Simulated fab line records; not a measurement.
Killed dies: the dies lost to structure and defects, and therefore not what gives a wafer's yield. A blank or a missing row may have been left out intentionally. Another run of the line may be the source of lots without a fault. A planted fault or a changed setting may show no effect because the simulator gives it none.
What tool caused it?    flow sky130    Sampling: 6 lots, 17 wafers, 3 of 708 route steps

## WHAT THE GAUGES SHOWED, per wafer
SKY_VT_ADJUST_HVTP_CD_MEAS_07: target cd 380 nm.
lot   measured      on         cd_nm (nm)
L979  day 6 05:59   cd_sem-01  377.7 377.7 377.8
L981  day 7 00:16   cd_sem-01  377.7 381.2 380.8
L983  day 7 13:28   cd_sem-02  377.3 377.5 378.6
L985  day 7 21:50   cd_sem-02  379.0 377.9 379.2
L990  day 9 07:03   cd_sem-02  258.0 382.3
L999  day 11 14:30  cd_sem-01  378.3 382.6 380.8

## TOOL THAT RAN EACH LOT (tool first, then ch and the chambers of the sampled wafers, then the start)
lot   SKY_NWELL_STRIP_14                   SKY_VT_ADJUST_HVTP_DEVELOP_06
L979  plasma_asher-02 ch 0,1, day 4 17:13  litho_track-01 ch 0, day 6 05:50
L981  plasma_asher-02 ch 0,1, day 5 10:35  litho_track-01 ch 0, day 7 00:07
L983  plasma_asher-03 ch 0,1, day 5 22:11  litho_track-04 ch 0, day 7 13:19
L985  plasma_asher-01 ch 0,1, day 6 07:05  litho_track-01 ch 0, day 7 21:41
L990  plasma_asher-03 ch 1, day 7 11:53    litho_track-03 ch 0, day 9 06:55
L999  plasma_asher-02 ch 0,1, day 9 17:34  litho_track-04 ch 0, day 11 14:21
- SKY_NWELL_STRIP_14: strips in O2/N2.
- SKY_VT_ADJUST_HVTP_DEVELOP_06: develop time 60 s.

## THE ANSWER, worked out from the rows above alone
Rule: the usual values come from the lots themselves. The widest of any qualifying gaps counts: lots, ordered by their means at a reading, are off when they make up no more than a third of the lots, leave a main group of 4 or more, and stand apart from it by 3 or more times the standard deviation of that group's means. The tables above print the reading to a certain number of digits; a main group whose means all agree to those digits is not used. Also off: a lot with no number at a reading for which 4 or more lots have one. Any other lot the step has rows for is counted as sound.
Off at SKY_VT_ADJUST_HVTP_CD_MEAS_07 (cd_nm): L990. The main group: mean 378.9 nm, standard deviation 1.1.
If a tool, at a process step before that reading, ran all the lots that are off and no sound lot after the first of them, it fits. Those tools and the gauges at SKY_VT_ADJUST_HVTP_CD_MEAS_07 are tried in the same way. Can't be told from this: 3 tools fit, plasma_asher-03 at SKY_NWELL_STRIP_14, litho_track-03 at SKY_VT_ADJUST_HVTP_DEVELOP_06, cd_sem-02 at SKY_VT_ADJUST_HVTP_CD_MEAS_07.

## WHAT HAD BEEN PUT IN BY THE SIMULATOR
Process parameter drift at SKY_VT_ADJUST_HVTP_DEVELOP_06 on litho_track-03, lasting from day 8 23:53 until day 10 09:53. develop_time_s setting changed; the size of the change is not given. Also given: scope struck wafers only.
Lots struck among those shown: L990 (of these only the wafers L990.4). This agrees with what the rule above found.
